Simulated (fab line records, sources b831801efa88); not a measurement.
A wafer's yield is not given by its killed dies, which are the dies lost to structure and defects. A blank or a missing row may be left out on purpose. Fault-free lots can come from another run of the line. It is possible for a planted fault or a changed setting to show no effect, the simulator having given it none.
Lot-split experiment | flow sfq_line | route with 325 steps; 5 lots, 27 wafers read

## ABOUT THE SPLIT
At SFQ_TRILAYER_I6_DEP_PECVD_165 (deposits SiO2 from SiH4/N2O, time 111.11 s, target thk 500 nm), the setting time_s was moved away from the recipe's 111.11 s on 12 of the 27 wafers read, by -43.8% to +37.2%. The other wafers ran this setting at the recipe's value.

The reading is taken at the split's own step.

## THE READING
SiO2_of_TRILAYER_I6_DEP_PECVD_165.thk_nm (the simulator's own value, which no gauge read), in nm, at SFQ_TRILAYER_I6_DEP_PECVD_165 (deposits SiO2 from SiH4/N2O, time 111.11 s, target thk 500 nm). There is no usual value for it anywhere in the file. Average 500.4 nm, standard deviation 5.3 nm, over the 15 wafers here run with the recipe.

wafer  | tool, chamber at the split | time_s as run, s | against the recipe | SiO2_of_TRILAYER_I6_DEP_PECVD_165.thk_nm, nm | against lot-mates on the recipe
L077.1 | pecvd-03, 0                | 90.59            | -18.5%             | 392                                          | -106.2
L077.2 | pecvd-03, 2                | 111.11           | recipe             | 497.6                                        | -
L077.3 | pecvd-03, 1                | 111.11           | recipe             | 499.6                                        | -
L077.4 | pecvd-03, 0                | 111.11           | recipe             | 497.5                                        | -
L077.5 | pecvd-03, 2                | 90.59            | -18.5%             | 410.8                                        | -87.4
L077.6 | pecvd-03, 1                | 90.59            | -18.5%             | 416.4                                        | -81.8
L078.1 | pecvd-04, 0                | 111.11           | recipe             | 493.4                                        | -
L078.2 | pecvd-04, 1                | 111.11           | recipe             | 499.2                                        | -
L078.6 | pecvd-04, 1                | 111.11           | recipe             | 511.6                                        | -
L079.1 | pecvd-04, 1                | 111.11           | recipe             | 496.8                                        | -
L079.2 | pecvd-04, 2                | 152.4            | +37.2%             | 682.3                                        | +185.7
L079.3 | pecvd-04, 0                | 111.11           | recipe             | 492                                          | -
L079.4 | pecvd-04, 2                | 152.4            | +37.2%             | 694.7                                        | +198.1
L079.5 | pecvd-04, 0                | 152.4            | +37.2%             | 686.2                                        | +189.6
L079.6 | pecvd-04, 1                | 111.11           | recipe             | 501                                          | -
L083.1 | pecvd-03, 2                | 62.47            | -43.8%             | 280                                          | -225.4
L083.2 | pecvd-03, 0                | 62.47            | -43.8%             | 275.2                                        | -230.2
L083.3 | pecvd-03, 1                | 62.47            | -43.8%             | 279.6                                        | -225.8
L083.4 | pecvd-03, 1                | 111.11           | recipe             | 507                                          | -
L083.5 | pecvd-03, 2                | 111.11           | recipe             | 506.7                                        | -
L083.6 | pecvd-03, 0                | 111.11           | recipe             | 502.4                                        | -
L085.1 | pecvd-02, 1                | 111.11           | recipe             | 502.6                                        | -
L085.2 | pecvd-02, 2                | 136              | +22.4%             | 602.7                                        | +102.4
L085.3 | pecvd-02, 0                | 111.11           | recipe             | 494.2                                        | -
L085.4 | pecvd-02, 1                | 111.11           | recipe             | 504                                          | -
L085.5 | pecvd-02, 2                | 136              | +22.4%             | 616.3                                        | +116.0
L085.6 | pecvd-02, 0                | 136              | +22.4%             | 621.5                                        | +121.2

THE FIT
A straight line over all 27 wafers: SiO2_of_TRILAYER_I6_DEP_PECVD_165.thk_nm changes by +5.06 nm for each +1% of time_s; r = +1.00; the points scatter about the line by 6.4 nm.
The same after taking each lot's own level away (the mean of its wafers on the recipe; 27 wafers): +5.14 nm for each +1%; r = +1.00; scatter 6.2 nm.
Per that fit: largest time_s move, reading shift of 2.2e+02 nm.
From 496.60 to 505.37 nm: that is the span of the lots' own levels, equal to 1.7 times the standard deviation above.
Consequently the slope shifts little with the lot-to-lot level, the two slopes agreeing.
Check: for one of the wafers moved furthest among these (-43.8%), held out of the fit, the line's prediction against its lot-mates is -225 nm. Against them it came out at -225 nm.

## THE OTHER SPLITS THESE WAFERS WENT THROUGH
Before the reading, these wafers also passed through other splits. Each is held against what the fit with the lots' levels taken away leaves over:
other split on the same wafers                  | wafers away from the commonest value | r with SiO2_of_TRILAYER_I6_DEP_PECVD_165.thk_nm (lot level and that fit taken away)
SFQ_TRILAYER_M5_BARC_OPEN_METAL_ETCH_161 time_s | 9                                    | -0.11
SFQ_TRILAYER_A5C_DEP_PECVD_142 time_s           | 9                                    | +0.07

## THE WHOLE CHAIN: every reading that the file lists as answering this split, in the file's order
step                          | what it does                                                  | reading                                                                                   | change (the file's fit)              | r (the file's)
SFQ_TRILAYER_I6_DEP_PECVD_165 | deposits SiO2 from SiH4/N2O, time 111.11 s, target thk 500 nm | SiO2_of_TRILAYER_I6_DEP_PECVD_165.thk_nm (the simulator's own value, which no gauge read) | +5.14 nm for each +1% of the setting | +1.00
SFQ_TRILAYER_I6_CMP_CMP_166   | polishes SiO2                                                 | time_to_endpoint_s                                                                        | withheld for each +1% of the setting | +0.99

## THE FILE'S OWN FIT
SiO2_of_TRILAYER_I6_DEP_PECVD_165.thk_nm changes by +5.14 nm for each +1% of time_s, r = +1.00.
